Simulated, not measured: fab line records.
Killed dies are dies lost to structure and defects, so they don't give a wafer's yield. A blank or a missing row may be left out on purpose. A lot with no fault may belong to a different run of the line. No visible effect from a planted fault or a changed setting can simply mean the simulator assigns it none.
A struck lot beside a sound one    flow sky130    18 out of 708 route steps
Sound: wafers L132.1, L132.2, L132.6. Struck: wafer L138.2. (L138.1, L138.5 of the same lot were not struck and are left out.) The cause comes at the end.
Order at every step that has rows: each side's tool, ch and its chambers, its first start. Under that, the readings that differ: sound wafers    struck wafers    difference of the means    sigmas: that difference in standard deviations of wafers without a fault.
alike: readings whose means differ by less than 2 such deviations, and words and numbers that are the same on both sides. not compared: withheld readings, readings that some wafer has no value for, bounds like >300 that may hide the same value, and numbers for which the record gives no deviation and whose values overlap.
The two part at a step that has a row with sigmas, a row that says differs or no value, or rows on one side only. When numbers do not overlap yet have no deviation, they are printed without sigmas and do not part them. A reading that every wafer of one side lacks parts them only if that side has two wafers or more.

first, 2 steps without rows for these wafers: SKY_CONTACT_PEB_12; SKY_CONTACT_DEVELOP_13 (develop time 60 s).
SKY_CONTACT_CD_MEAS_14: the cd target is 170 nm.
  sound on cd_sem-01 at day 34 15:11; struck on cd_sem-02 at day 36 12:41
  alike: cd_nm
SKY_CONTACT_OVL_MEAS_15:
  sound on overlay-02 at day 34 15:18; struck on overlay-01 at day 36 12:49
  alike: CONTACT_OVL
then, 1 step without rows for these wafers: SKY_CONTACT_ETCH_16 (etches BARC in N2/H2, stops on SiO2, time 45.9 s, target depth 60 nm).
SKY_CONTACT_ETCH_17: etches SiO2 in C4F8/O2/Ar, stops on Si3N4, target depth 340 nm.
  sound on rie_diel-04 ch 0,2, day 34 15:23; struck on rie_diel-03 ch 3, day 36 12:53
  alike: oes_product_au, rf_fwd_power_W
SKY_CONTACT_ETCH_18: etches Si3N4 in CHF3/O2, stops on TiN, time 39 s, target depth 75 nm.
  sound on rie_diel-04 ch 0,2; struck on rie_diel-03 ch 3
  alike: drypump_motor_current_A, oes_product_au, rf_fwd_power_W, throttle_valve_pct
  not compared: rf_hours_counter_h
SKY_CONTACT_STRIP_19: strips in O2/N2.
  sound on plasma_asher-01 ch 0,1, day 34 15:28; struck on plasma_asher-03 ch 1, day 36 12:59
  alike: drypump_motor_current_A, oes_product_au, strip_time_to_endpoint_s
  not compared: rf_hours_counter_h
then, 3 steps without rows for these wafers: SKY_CONTACT_STRIP_20 (strips in post etch residue remover, time 1200 s); SKY_CONTACT_CLEAN_21 (cleans in IPA, time 180 s); SKY_CONTACT_CLEAN_22 (cleans in O3/DIW).
SKY_CONTACT_SPUTTER_23: material TiN, target thk 20 nm, time 80 s.
  sound on pvd_sputter-01 at day 34 16:06; struck on pvd_sputter-01 at day 36 13:36
  alike: throttle_valve_pct
SKY_CONTACT_CVD_24: deposits W, target thk 340 nm, time 102.12 s.
  sound on cvd_w-02 ch 0,1, day 34 16:10; struck on cvd_w-01 ch 0, day 36 13:40
reading                                sound            struck  difference  sigmas
model.W_of_CONTACT_CVD_24.thk_nm (nm)  338.2 340 338.5  239.7   -99.2       
  alike: heater_power_outer_w, heater_power_w
SKY_CONTACT_RS_MEAS_25: a four-point-probe measurement.
  sound on film_metro-02 at day 34 16:17; struck on film_metro-02 at day 36 13:47
reading                sound              struck  difference  sigmas
CONTACT_W_RS (ohm/sq)  0.340 0.337 0.338  0.480   +0.142      +38
SKY_CONTACT_THK_MEAS_26: measures by xrf.
  sound on film_metro-02 at day 34 16:24; struck on film_metro-02 at day 36 13:54
reading             sound        struck  difference  sigmas
CONTACT_W_THK (nm)  347 348 348  245     -103        -19
SKY_CONTACT_CMP_27: polishes, stops on SiO2, t overpolish 15 s, target thk 0 nm.
  sound on cmp-02 ch 1,2,3, day 34 16:34; struck on cmp-02 ch 1, day 36 14:05
reading                 sound     struck  difference  sigmas
time_to_endpoint_s (s)  81 88 80  58      -25         -7
  alike: motor_current_A, platen_rpm
SKY_METAL1_SPUTTER_00: material Ti, target thk 15 nm, time 10 s.
  sound on pvd_sputter-04 at day 34 16:46; struck on pvd_sputter-04 at day 36 14:17
  alike: throttle_valve_pct
SKY_PAD_OPEN_PROBE_99:
  the record has rows for the sound wafers here (prober-01, day 47 23:07) and none for the struck ones

WHERE THEY PART
Earliest at SKY_CONTACT_RS_MEAS_25; latest, in this record, at SKY_PAD_OPEN_PROBE_99.

WHY: whatever the simulator had introduced
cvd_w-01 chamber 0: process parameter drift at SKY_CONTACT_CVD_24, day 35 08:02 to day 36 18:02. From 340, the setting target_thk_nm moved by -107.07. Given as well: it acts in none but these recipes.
